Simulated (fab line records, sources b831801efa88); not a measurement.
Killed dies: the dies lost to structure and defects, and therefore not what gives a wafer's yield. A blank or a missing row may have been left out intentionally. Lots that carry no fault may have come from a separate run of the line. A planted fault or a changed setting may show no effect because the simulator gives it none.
fab line records -- flow sky130 -- part 2 of 2: steps 27 to 39 of 39
record lots=5, wafers=15, lastDay=49
route steps=708 shown CAP2M@609 METAL4@621 VIA4@639
lots that met no fault: taken from a fault-free run of the same line
startH: start of the lot's first displayed wafer, in hours after the record's first day -- waitH: time in hours since the lot's previous step -- " repeats the value in the row above -- L1.1+2: a row that stands for several wafers -- - no value, or no start given -- * or withheld: withheld -- < > ~ a bound
route shown NAME@n: NAME is a module with steps in the file, n the number in the route of the first one -- usual: mean/standard deviation taken from wafers without a fault -- same: alike in all rows -- chamber/n: place in a boat -- sites: per-site readings -- _std_site: their standard deviation -- _edge_site: inner sites' mean taken away from outer sites' mean -- radiusMm: how far each site lies from the wafer's centre -- mask NAME#n: copy n -- behind: the last tool/chamber to shape the wafer -- hold: the reason the lot was held/the length of the hold in hours/how it ended -- device: names the non-switching transistor (n, p or np) -- end of line: the same wafers' tests at the end of the route -- for a step that has no rows: nothing shown but its recipe -- killed: the dies lost at the first sort to structure and to defects; this is not the yield of the wafer -- map: a wafer's dies, x killed, . not, _ none there
set.NAME: the setting that was run; set.NAME@STEP: the one run at that earlier step -- model.NAME: the simulator's own value behind a step, which no gauge read
lots seen at some steps along the route; tables by step, rows by wafer
services: from which hour (startH, from the record's first day; less than 0 if before it) a tool's chamber was out of use, for how many hours, and why
## steps
# step SKY_METAL4_STRIP_19
# recipe chemistry=O2/N2, powerW=1400, pressureMtorr=1500, platenTempC=withheld, o2FlowSccm=3000, n2FlowSccm=300, overashFraction=0.5
# usual drypumpMotorCurrentA=5.4/0.38, n2FlowSccm=300.0/0.93, oesProductAu=0.504/0.0047, stripTimeToEndpointS=6.59/0.06
lot.wafer,tool,chamber,startH,waitH,drypumpMotorCurrentA,n2FlowSccm,oesProductAu,rfHoursCounterH,stripTimeToEndpointS
L079.2,plasmaAsher-02,1,1009.32,0.1,4.9,298.6,0.504,114,6.52
L079.4,plasmaAsher-02,1,1009.32,0.1,4.8,300.0,0.502,-,6.51
L079.6,plasmaAsher-02,1,1009.32,0.1,4.9,300.2,0.497,-,6.46
L082.3,plasmaAsher-02,1,1032.34,0.1,4.8,297.6,0.507,-,6.64
L082.5,plasmaAsher-02,0,1032.34,0.1,4.8,299.3,0.506,-,6.62
L082.6,plasmaAsher-02,1,1032.34,0.1,4.8,298.2,0.505,-,6.50
L083.2,plasmaAsher-04,0,1036.22,0.1,5.4,300.9,0.503,61,6.60
L083.3,plasmaAsher-04,1,1036.22,0.1,5.3,300.5,0.504,-,6.55
L083.4,plasmaAsher-04,0,1036.22,0.1,5.5,299.0,0.508,-,6.66
L089.4,plasmaAsher-01,0,1074.59,0.1,5.8,300.0,0.503,-,6.60
L089.5,plasmaAsher-01,1,1074.59,0.1,5.7,300.9,0.505,-,6.61
L089.6,plasmaAsher-01,0,1074.59,0.1,5.8,300.1,0.502,-,6.70
L093.1,plasmaAsher-02,0,1102.22,0.1,4.8,298.6,0.506,4,6.56
L093.3,plasmaAsher-02,0,1102.22,0.1,4.8,299.0,0.502,-,6.54
L093.5,plasmaAsher-02,0,1102.22,0.1,4.8,299.7,0.502,-,6.58
# step SKY_METAL4_STRIP_20
# recipe chemistry=postEtchResidueRemover, timeS=1200, tempC=72.5
# usual bathGuardTempC=72.8/0.47
lot.wafer,tool,chamber,startH,waitH,bathGuardTempC
L079.2,wetBench-01,3,1009.42,0.1,72.8
L079.4,wetBench-01,3,1009.42,0.1,72.9
L079.6,wetBench-01,3,1009.42,0.1,73.1
L082.3,wetBench-04,3,1032.46,0.1,72.1
L082.5,wetBench-04,3,1032.46,0.1,72.2
L082.6,wetBench-04,3,1032.46,0.1,72.4
L083.2,wetBench-03,2,1036.32,0.1,71.7
L083.3,wetBench-03,2,1036.32,0.1,71.5
L083.4,wetBench-03,2,1036.32,0.1,71.9
L089.4,wetBench-01,3,1074.66,0.0,72.8
L089.5,wetBench-01,3,1074.66,0.0,72.9
L089.6,wetBench-01,3,1074.66,0.0,72.9
L093.1,wetBench-01,1,1102.32,0.1,73.0
L093.3,wetBench-01,1,1102.32,0.1,72.8
L093.5,wetBench-01,1,1102.32,0.1,72.9
# step SKY_METAL4_CLEAN_21
# recipe chemistry=IPA, timeS=180, tempC=25
lot.wafer,tool,chamber,startH,waitH
L079.2+4+6,wetBench-03,2,1009.76,0.0
L082.3+5+6,wetBench-01,3,1032.80,0.0
L083.2+3+4,wetBench-04,0,1037.01,0.0
L089.4+5+6,wetBench-04,1,1075.00,0.0
L093.1+3+5,wetBench-01,0,1102.70,0.0
# step SKY_METAL4_CLEAN_22
# recipe chemistry=O3/DIW, dry=n2Spin
lot.wafer,tool,chamber,startH,waitH
L079.2+4+6,wetBench-04,0,1009.82,0.0
L082.3+5+6,wetBench-04,3,1032.87,0.0
L083.2+3+4,wetBench-01,1,1037.06,0.0
L089.4+5+6,wetBench-01,2,1075.06,0.0
L093.1+3+5,wetBench-04,0,1102.76,0.0
# step SKY_VIA4_HDPCVD_00
# recipe material=SiO2, targetThkNm=1750, sigmaOpenFrac=0.3, timeS=291.7, tempC=400, sih4FlowSccm=60, pressureMtorr=6
# usual susceptorTempC=399.99/0.22
lot.wafer,tool,chamber,startH,waitH,susceptorTempC
L079.2,hdpcvd-01,2,1009.91,0.0,400.11
L079.4,hdpcvd-01,1,1009.91,0.0,400.32
L079.6,hdpcvd-01,0,1009.91,0.0,400.00
L082.3,hdpcvd-01,0,1032.96,0.0,399.88
L082.5,hdpcvd-01,2,1032.96,0.0,400.29
L082.6,hdpcvd-01,0,1032.96,0.0,399.85
L083.2,hdpcvd-01,2,1037.16,0.0,400.19
L083.3,hdpcvd-01,1,1037.16,0.0,400.26
L083.4,hdpcvd-01,2,1037.16,0.0,400.04
L089.4,hdpcvd-02,2,1075.24,0.1,400.17
L089.5,hdpcvd-02,0,1075.24,0.1,399.52
L089.6,hdpcvd-02,1,1075.24,0.1,399.76
L093.1,hdpcvd-01,2,1102.86,0.0,399.73
L093.3,hdpcvd-01,1,1102.86,0.0,399.93
L093.5,hdpcvd-01,1,1102.86,0.0,399.95
# step SKY_VIA4_THK_MEAS_01
# recipe reads=SiO2_of_VIA4_HDPCVD_00
# usual VIA4_HDPCVD_THK=1757/18
lot.wafer,tool,chamber,startH,waitH,VIA4_HDPCVD_THK[nm]
L079.2,filmMetro-01,-,1010.10,0.1,1750
L079.4,filmMetro-01,-,1010.10,0.1,1744
L079.6,filmMetro-01,-,1010.10,0.1,1752
L082.3,filmMetro-04,-,1033.16,0.1,1780
L082.5,filmMetro-04,-,1033.16,0.1,1769
L082.6,filmMetro-04,-,1033.16,0.1,1750
L083.2,filmMetro-01,-,1037.35,0.1,1770
L083.3,filmMetro-01,-,1037.35,0.1,1773
L083.4,filmMetro-01,-,1037.35,0.1,1762
L089.4,filmMetro-02,-,1075.36,0.0,1751
L089.5,filmMetro-02,-,1075.36,0.0,1736
L089.6,filmMetro-02,-,1075.36,0.0,1745
L093.1,filmMetro-02,-,1103.04,0.1,1782
L093.3,filmMetro-02,-,1103.04,0.1,1777
L093.5,filmMetro-02,-,1103.04,0.1,1778
# step SKY_VIA4_CMP_02
# recipe material=SiO2, downForcePsi=4, platenRpm=60, padVelocityMS=0.94248
# usual motorCurrentA=11.7/1
lot.wafer,tool,chamber,startH,waitH,motorCurrentA
L079.4,cmp-01,1,1010.20,0.1,11.3
L079.2,cmp-01,3,1010.20,0.1,11.4
L079.6,cmp-01,1,1010.20,0.1,11.1
L082.3,cmp-02,0,1033.25,0.1,11.8
L082.5,cmp-02,3,1033.25,0.1,10.6
L082.6,cmp-02,0,1033.25,0.1,10.8
L083.2,cmp-02,3,1037.40,0.0,10.1
L083.4,cmp-02,0,1037.40,0.0,11.5
L083.3,cmp-02,1,1037.40,0.0,13.9
L089.4,cmp-01,0,1075.49,0.1,14.0
L089.5,cmp-01,2,1075.49,0.1,10.4
L089.6,cmp-01,3,1075.49,0.1,11.0
L093.1,cmp-01,0,1103.15,0.1,13.2
L093.3,cmp-01,1,1103.15,0.1,10.8
L093.5,cmp-01,3,1103.15,0.1,11.0
# step SKY_VIA4_BOW_MEAS_03
# recipe mode=bow
# usual VIA4_BOW=80/8.2
lot.wafer,tool,chamber,startH,waitH,VIA4_BOW[um]
L079.2,filmMetro-02,-,1010.47,0.1,78
L079.4,filmMetro-02,-,1010.47,0.1,96
L079.6,filmMetro-02,-,1010.47,0.1,85
L082.3,filmMetro-01,-,1033.54,0.2,100
L082.5,filmMetro-01,-,1033.54,0.2,79
L082.6,filmMetro-01,-,1033.54,0.2,80
L083.2,filmMetro-04,-,1037.72,0.3,74
L083.3,filmMetro-04,-,1037.72,0.3,98
L083.4,filmMetro-04,-,1037.72,0.3,83
L089.4,filmMetro-01,-,1075.75,0.2,90
L089.5,filmMetro-01,-,1075.75,0.2,69
L089.6,filmMetro-01,-,1075.75,0.2,71
L093.1,filmMetro-04,-,1103.40,0.2,78
L093.3,filmMetro-04,-,1103.40,0.2,90
L093.5,filmMetro-04,-,1103.40,0.2,85
# step SKY_VIA4_DEHYDRATE_04
# recipe tempC=200, timeS=60
lot.wafer,tool,chamber,startH,waitH
L079.2+4+6,lithoTrack-03,0,1021.53,11.0
L082.3+5+6,lithoTrack-01,0,1044.04,10.5
L083.2+3+4,lithoTrack-04,0,1048.10,10.4
L089.4+5+6,lithoTrack-03,0,1084.88,9.1
L093.1+3+5,lithoTrack-01,0,1112.89,9.5
# step SKY_VIA4_HMDS_05
# recipe primeTimeS=60, primeTempC=120
lot.wafer,tool,chamber,startH,waitH
L079.2+4+6,lithoTrack-03,0,1021.68,0.1
L082.3+5+6,lithoTrack-01,0,1044.19,0.1
L083.2+3+4,lithoTrack-04,0,1048.25,0.1
L089.4+5+6,lithoTrack-03,0,1085.03,0.1
L093.1+3+5,lithoTrack-01,0,1113.04,0.1
# step SKY_VIA4_COAT_06
# recipe resist=NOVOLAK, spinRpm=3000, resistThkNm=1140
# usual spinSpeedRpm=2999.5/1.9
lot.wafer,tool,chamber,startH,waitH,spinSpeedRpm
L079.2,lithoTrack-03,0,1021.83,0.1,3001.8
L079.4,lithoTrack-03,0,1021.83,0.1,2997.6
L079.6,lithoTrack-03,0,1021.83,0.1,2996.8
L082.3,lithoTrack-01,0,1044.34,0.1,3000.7
L082.5,lithoTrack-01,0,1044.34,0.1,3001.7
L082.6,lithoTrack-01,0,1044.34,0.1,3002.9
L083.2,lithoTrack-04,0,1048.40,0.1,3003.7
L083.3,lithoTrack-04,0,1048.40,0.1,3001.6
L083.4,lithoTrack-04,0,1048.40,0.1,3001.1
L089.4,lithoTrack-03,0,1085.18,0.1,2996.8
L089.5,lithoTrack-03,0,1085.18,0.1,2996.6
L089.6,lithoTrack-03,0,1085.18,0.1,2997.5
L093.1,lithoTrack-01,0,1113.19,0.1,2999.1
L093.3,lithoTrack-01,0,1113.19,0.1,2997.5
L093.5,lithoTrack-01,0,1113.19,0.1,3000.5
# step SKY_VIA4_SOFTBAKE_07
# recipe tempC=90, timeS=60, resist=NOVOLAK
lot.wafer,tool,chamber,startH,waitH
L079.2+4+6,lithoTrack-03,0,1021.98,0.1
L082.3+5+6,lithoTrack-01,0,1044.49,0.1
L083.2+3+4,lithoTrack-04,0,1048.55,0.1
L089.4+5+6,lithoTrack-03,0,1085.33,0.1
L093.1+3+5,lithoTrack-01,0,1113.34,0.1
# step SKY_VIA4_EXPOSE_08
# recipe maskId=VIM4, na=0.6, sourceShape=conventional, sigmaOuter=0.6, polarization=unpolarized, targetCdNm=800, doseMj=132
# usual stageVelMmS=499.92/0.24
lot.wafer,tool,chamber,startH,waitH,mask,stageVelMmS
L079.2,ilineStepper-02,0,-,-,VIM4#0,500.19
L079.4,ilineStepper-02,0,-,-,VIM4#0,500.32
L079.6,ilineStepper-02,0,-,-,VIM4#0,500.10
L082.3,ilineStepper-01,0,-,-,VIM4#0,499.82
L082.5,ilineStepper-01,0,-,-,VIM4#0,499.88
L082.6,ilineStepper-01,0,-,-,VIM4#0,499.95
L083.2,ilineStepper-01,0,-,-,VIM4#0,500.29
L083.3,ilineStepper-01,0,-,-,VIM4#0,499.96
L083.4,ilineStepper-01,0,-,-,VIM4#0,500.18
L089.4,ilineStepper-02,0,-,-,VIM4#0,500.02
L089.5,ilineStepper-02,0,-,-,VIM4#0,499.88
L089.6,ilineStepper-02,0,-,-,VIM4#0,499.86
L093.1,ilineStepper-02,0,-,-,VIM4#0,499.77
L093.3,ilineStepper-02,0,-,-,VIM4#0,500.18
L093.5,ilineStepper-02,0,-,-,VIM4#0,499.60
## services
tool,chamber,startH,hours,kind
hdpcvd-01,-,950.25,15.0,pm
krfScanner-01,-,969.21,0.8,pm
krfScanner-01,-,989.97,3.6,pm
krfScanner-01,-,993.52,1.0,pm
ilineStepper-02,-,994.16,5.4,repair
krfScanner-01,-,996.36,0.6,repair
wetBench-01,-,1004.92,1.7,repair
wetBench-02,-,1009.62,1.5,repair
ilineStepper-02,-,1012.77,5.1,repair
hdpcvd-01,0,1018.45,5.3,repair
wetBench-04,-,1018.64,2.3,repair
ilineStepper-01,-,1026.56,3.6,repair
hdpcvd-01,-,1034.21,1.4,repair
krfScanner-01,-,1035.77,0.5,repair
rieMetal-03,-,1038.52,28.1,pm
ilineStepper-01,-,1041.48,1.7,pm
plasmaAsher-02,-,1046.27,2.1,repair
krfScanner-01,-,1051.37,1.3,pm
plasmaAsher-02,-,1055.25,9.0,pm
plasmaAsher-02,-,1066.98,0.9,repair
ilineStepper-02,-,1073.95,1.7,pm
plasmaAsher-02,-,1075.65,1.0,repair
ilineStepper-01,-,1085.84,2.1,pm
rieMetal-01,0,1092.61,2.4,repair
